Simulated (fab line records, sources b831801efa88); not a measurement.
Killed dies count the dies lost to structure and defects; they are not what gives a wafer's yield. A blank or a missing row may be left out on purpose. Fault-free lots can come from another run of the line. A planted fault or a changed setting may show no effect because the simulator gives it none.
fab line records -- flow sky130
record: lots: 6, wafers: 18, lastDay: 50
route steps=708 shown FIELD_ISO@1
lots untouched by any fault: they come from a run of this same line in which no faults occurred
startH: hours from the record's opening day to when the first of the lot's shown wafers began -- waitH: time in hours since the lot's previous step -- " same as the row above -- L1.1+2: a row that stands for several wafers -- - value missing, or start not given -- * or withheld: withheld -- < > ~ a bound
route shown NAME@n: names a module that has steps shown in the file, with the first one's number in the route -- usual: mean/standard deviation of fault-free wafers -- same: alike in all rows -- chamber/n: place in a boat -- sites: the reading at each site -- _std_site: the values' standard deviation -- _edge_site: mean of outer sites minus mean of inner sites -- radiusMm: for every site, how far away it sits from the centre of the wafer -- mask NAME#n: copy n -- behind: the tool/chamber that last shaped the wafer -- hold: reason for holding the lot/hours on hold/outcome of the hold -- device: names the non-switching transistor (n, p or np) -- end of line: tests run on the same wafers once the route is complete -- a step without rows: its recipe alone -- killed: dies lost to structure and defects at the first sort, not the wafer's yield -- map: per-die view of a wafer (x killed, . not killed, _ where there is no die)
set.NAME: the setting that was run; set.NAME@STEP: the one run at that earlier step -- model.NAME: the simulator's own value behind a step, which no gauge read
lots at selected steps of the route; one table per step, one row per wafer
== steps ==
step: SKY_FIELD_ISO_BOW_MEAS_00
recipe: mode: bow
usual: INCOMING_BOW: 0/6.5
lot.wafer,tool,chamber,startH,waitH,INCOMING_BOW[um]
L615.3,filmMetro-03,-,40.04,-,-7
L615.5,filmMetro-03,-,40.04,-,1
L615.6,filmMetro-03,-,40.04,-,1
L616.1,filmMetro-02,-,45.00,-,-14
L616.2,filmMetro-02,-,45.00,-,1
L616.3,filmMetro-02,-,45.00,-,-3
L619.3,filmMetro-04,-,60.04,-,1
L619.4,filmMetro-04,-,60.04,-,4
L619.6,filmMetro-04,-,60.04,-,-9
L620.3,filmMetro-04,-,65.04,-,-3
L620.5,filmMetro-04,-,65.04,-,-6
L620.6,filmMetro-04,-,65.04,-,6
L630.1,filmMetro-04,-,115.00,-,-5
L630.2,filmMetro-04,-,115.00,-,4
L630.5,filmMetro-04,-,115.00,-,-1
L631.1,filmMetro-03,-,120.00,-,10
L631.3,filmMetro-03,-,120.00,-,2
L631.6,filmMetro-03,-,120.00,-,10
step: SKY_FIELD_ISO_OXIDATION_01
recipe: tempC: 900, ambient: O2, stabiliseS: 600, purgeS: 300, targetThkA: 120, oxTimeS: 1919
step: SKY_FIELD_ISO_THK_MEAS_02
recipe: reads: SiO2_of_FIELD_ISO_OXIDATION_01
usual: FIELD_ISO_OXIDATION_00_THK: 12.21/0.25
lot.wafer,tool,chamber,startH,waitH,FIELD_ISO_OXIDATION_00_THK[nm]
L615.3,filmMetro-04,-,42.40,0.0,12.02
L615.5,filmMetro-04,-,42.40,0.0,12.25
L615.6,filmMetro-04,-,42.40,0.0,12.06
L616.1,filmMetro-03,-,46.63,0.0,12.25
L616.2,filmMetro-03,-,46.63,0.0,12.10
L616.3,filmMetro-03,-,46.63,0.0,11.99
L619.3,filmMetro-02,-,62.18,0.0,12.41
L619.4,filmMetro-02,-,62.18,0.0,12.31
L619.6,filmMetro-02,-,62.18,0.0,12.09
L620.3,filmMetro-02,-,66.65,0.0,12.43
L620.5,filmMetro-02,-,66.65,0.0,12.31
L620.6,filmMetro-02,-,66.65,0.0,12.26
L630.1,filmMetro-02,-,117.35,0.0,12.22
L630.2,filmMetro-02,-,117.35,0.0,12.41
L630.5,filmMetro-02,-,117.35,0.0,12.30
L631.1,filmMetro-02,-,124.29,0.0,12.32
L631.3,filmMetro-02,-,124.29,0.0,12.39
L631.6,filmMetro-02,-,124.29,0.0,12.42
step: SKY_FIELD_ISO_CVD_03
recipe: material: Si3N4, precursor: DCS/NH3, targetThkNm: 165, tempC: 770, timeS: 2830, pressureMtorr: 250
step: SKY_FIELD_ISO_THK_MEAS_04
recipe: reads: Si3N4_of_FIELD_ISO_CVD_03
usual: FIELD_ISO_CVD_03_THK: 165.9/1.6
lot.wafer,tool,chamber,startH,waitH,FIELD_ISO_CVD_03_THK[nm]
L615.3,filmMetro-02,-,44.25,0.0,166.2
L615.5,filmMetro-02,-,44.25,0.0,164.9
L615.6,filmMetro-02,-,44.25,0.0,166.9
L616.1,filmMetro-03,-,48.48,0.0,166.1
L616.2,filmMetro-03,-,48.48,0.0,166.5
L616.3,filmMetro-03,-,48.48,0.0,167.0
L619.3,filmMetro-03,-,65.16,0.0,166.1
L619.4,filmMetro-03,-,65.16,0.0,166.2
L619.6,filmMetro-03,-,65.16,0.0,165.4
L620.3,filmMetro-04,-,69.12,0.0,164.4
L620.5,filmMetro-04,-,69.12,0.0,163.5
L620.6,filmMetro-04,-,69.12,0.0,163.0
L630.1,filmMetro-04,-,120.09,0.0,164.4
L630.2,filmMetro-04,-,120.09,0.0,164.0
L630.5,filmMetro-04,-,120.09,0.0,163.4
L631.1,filmMetro-04,-,127.03,0.0,167.8
L631.3,filmMetro-04,-,127.03,0.0,167.7
L631.6,filmMetro-04,-,127.03,0.0,165.9
step: SKY_FIELD_ISO_DEHYDRATE_05
recipe: tempC: 200, timeS: 60
step: SKY_FIELD_ISO_HMDS_06
recipe: primeTimeS: 60, primeTempC: 120
step: SKY_FIELD_ISO_COAT_07
recipe: resist: BARC, tempC: withheld, timeS: withheld, spinRpm: 3000, resistThkNm: 60
step: SKY_FIELD_ISO_COAT_08
recipe: resist: KrF-thick, spinRpm: 3000, resistThkNm: 450
step: SKY_FIELD_ISO_SOFTBAKE_09
recipe: tempC: 100, timeS: 90, resist: KrF-thick
step: SKY_FIELD_ISO_EXPOSE_10
recipe: maskId: FOM, na: 0.68, sourceShape: annular, sigmaInner: 0.4, sigmaOuter: 0.8, targetCdNm: 150, doseMj: 28
step: SKY_FIELD_ISO_PEB_11
recipe: pebTempC: withheld, pebTimeS: withheld, resist: KrF-thick
usual: chillPlateTempC: *, exhaustPa: 45.1/0.95
lot.wafer,tool,chamber,startH,waitH,chillPlateTempC,exhaustPa
L615.3,lithoTrack-01,0,60,-,*,46.2
L615.5,lithoTrack-01,0,60,-,*,46.8
L615.6,lithoTrack-01,0,60,-,*,45.4
L616.1,lithoTrack-01,0,63,-,*,44.5
L616.2,lithoTrack-01,0,63,-,*,44.9
L616.3,lithoTrack-01,0,63,-,*,45.2
L619.3,lithoTrack-02,-,81,-,-,-
L619.4,lithoTrack-02,-,81,-,-,-
L619.6,lithoTrack-02,-,81,-,-,-
L620.3,lithoTrack-01,-,85,-,-,-
L620.5,lithoTrack-01,-,85,-,-,-
L620.6,lithoTrack-01,-,85,-,-,-
L630.1,lithoTrack-02,0,137,-,*,45.8
L630.2,lithoTrack-02,0,137,-,*,45.8
L630.5,lithoTrack-02,0,138,-,*,43.7
L631.1,lithoTrack-01,0,144,-,*,46.7
L631.3,lithoTrack-01,0,144,-,*,45.9
L631.6,lithoTrack-01,0,144,-,*,45.7
step: SKY_FIELD_ISO_DEVELOP_12
recipe: developTimeS: 60, resist: KrF-thick, devTempC: 21
== key ==
firstSign: step: SKY_FIELD_ISO_PEB_11, reading: toolRecord, direction: missing
effect none on later readings
metAt SKY_FIELD_ISO_PEB_11
struckWafers L619.3,L619.4,L619.6,L620.3,L620.5,L620.6
laterRowsLeftOut L619.3,L619.4,L619.6,L620.3,L620.5,L620.6
sortLeftOut L619.3,L619.4,L619.6,L620.3,L620.5,L620.6
testerLeftOut L619,L620
onsetBetween 63 81
fault: kind: skippedStepWhole, tool: lithoTrack-01,lithoTrack-02, chamber: -, onsetH: 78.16, steps: SKY_FIELD_ISO_PEB_11, scope: struckLotsOnly
testerLeftOut: of these lots the tester's yield and bins aren't shown, on N5 and GAA mostly nor the transistor test; their killed dies are dies lost to structure and defects alone, not to doping, threshold or leakage, so they don't give the yield
sortLeftOut: the simulated sort isn't trusted on such a fault, so these wafers' sort isn't shown, and their yield isn't known
laterRowsLeftOut: the simulator's readings of these wafers behind a module that went badly wrong aren't trusted and aren't shown, but for the sort
